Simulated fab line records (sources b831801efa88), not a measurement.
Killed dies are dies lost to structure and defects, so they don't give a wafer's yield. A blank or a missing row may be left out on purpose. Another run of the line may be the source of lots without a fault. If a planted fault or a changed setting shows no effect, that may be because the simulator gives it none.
The same fault as seen by 2 desks + flow gf180mcu + each desk has only its own numbers; what lay behind them comes last

== DESK OF THE TOOL OWNER: pvd_sputter-04 ==
At GF_M4_SPUTTER_01 (material TiN, target thk 30 nm, time 25 s) the tool's own readings: per lot run on this tool, the mean of the sampled wafers that have a number. Any lot whose mean is over 4 standard deviations away from the usual mean is out of limits and marked OUT; that distance is given in the brackets.
Columns: A = throttle_valve_pct at GF_M4_SPUTTER_01, usual 29.9 %
| lot  | first seen here | A    |
|------|-----------------|------|
| L264 | day 22 10:26    | 29.1 |
| L272 | day 25 12:35    | 28.6 |
| L276 | day 27 00:14    | 28.6 |
This desk's finding: nothing out of limits on any of the 3 lots.

== AT THE METROLOGY DESK ==
Means of the sampled wafers that have a number, per lot and without regard to the tool the lot ran on: this is what the gauges read. Any lot whose mean is over 4 standard deviations away from the usual mean is out of limits and marked OUT; that distance is given in the brackets.
Columns: A = V3_W_RS at GF_V3_RS_MEAS_24, usual 0.3286 ohm/sq; B = V3_W_THK at GF_V3_THK_MEAS_25, usual 351 nm
| lot  | first seen here | A      | B   |
|------|-----------------|--------|-----|
| L264 | day 22 09:53    | 0.3343 | 342 |
| L269 | day 24 08:31    | 0.3282 | 353 |
| L272 | day 25 12:02    | 0.3305 | 351 |
| L276 | day 26 23:42    | 0.3267 | 355 |
| L278 | day 27 07:12    | 0.3282 | 352 |
| L279 | day 27 14:07    | 0.3284 | 352 |
This desk's finding: nothing out of limits on any of the 6 lots.

== BROUGHT TOGETHER ==
Nothing out of limits was seen by the tool owner's desk.
From the metrology desk's view, nothing was out of limits.

== WHAT WAS PUT IN BY THE SIMULATOR ==
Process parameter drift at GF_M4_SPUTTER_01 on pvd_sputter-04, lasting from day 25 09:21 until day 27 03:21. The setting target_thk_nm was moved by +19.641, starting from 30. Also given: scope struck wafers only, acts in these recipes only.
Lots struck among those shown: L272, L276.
